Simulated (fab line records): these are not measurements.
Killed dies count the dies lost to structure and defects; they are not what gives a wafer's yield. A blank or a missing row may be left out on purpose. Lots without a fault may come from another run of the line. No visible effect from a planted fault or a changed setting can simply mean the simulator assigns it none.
What tool caused it? | flow gf180mcu | route of 602 steps, sampled at 1 step: 12 lots, 36 wafers

== WHAT EACH GAUGE READ, for each wafer ==
GF_HV_LDD_TW_MEAS_11.
lot  | measured     | on            | HV_LDD_TW
L075 | day 10 04:21 | film-metro-04 | 2371 2365 2370
L077 | day 10 23:38 | film-metro-01 | 2388 2408 2397
L079 | day 11 08:27 | film-metro-01 | 2394 2402 2404
L081 | day 11 23:44 | film-metro-01 | 2392 2400 2407
L083 | day 12 14:05 | film-metro-01 | 2394 2397 2398
L085 | day 13 07:53 | film-metro-01 | 2392 2404 2401
L087 | day 14 06:05 | film-metro-04 | 2347 2366 2372
L089 | day 14 19:11 | film-metro-04 | 2365 2367 2350
L091 | day 15 06:32 | film-metro-02 | 2374 2378 2381
L093 | day 16 01:17 | film-metro-04 | 2366 2371 2379
L095 | day 16 10:09 | film-metro-02 | 2394 2386 2382
L097 | day 17 10:43 | film-metro-04 | 2364 2370 2350

== TOOL THAT RAN EACH LOT (tool first, then ch and the chambers of the sampled wafers, then the start) ==
Before these readings, the record contains no process step.

== THE ANSWER, worked out from the rows above alone ==
Rule: the usual values come from the lots themselves. The widest of any qualifying gaps counts: lots, ordered by their means at a reading, are off when they make up no more than a third of the lots, leave a main group of 4 or more, and stand apart from it by 3 or more times the standard deviation of that group's means. If all means in a main group match to the digits the tables above print for the reading, that group is not used. A lot without any number at a reading at which 4 lots or more have one is off too. Where the step has rows for the other lots, those lots are counted as sound.
No lot is off on any of the readings shown, so nothing can be concluded from this.

== WHAT HAD BEEN PUT IN BY THE SIMULATOR ==
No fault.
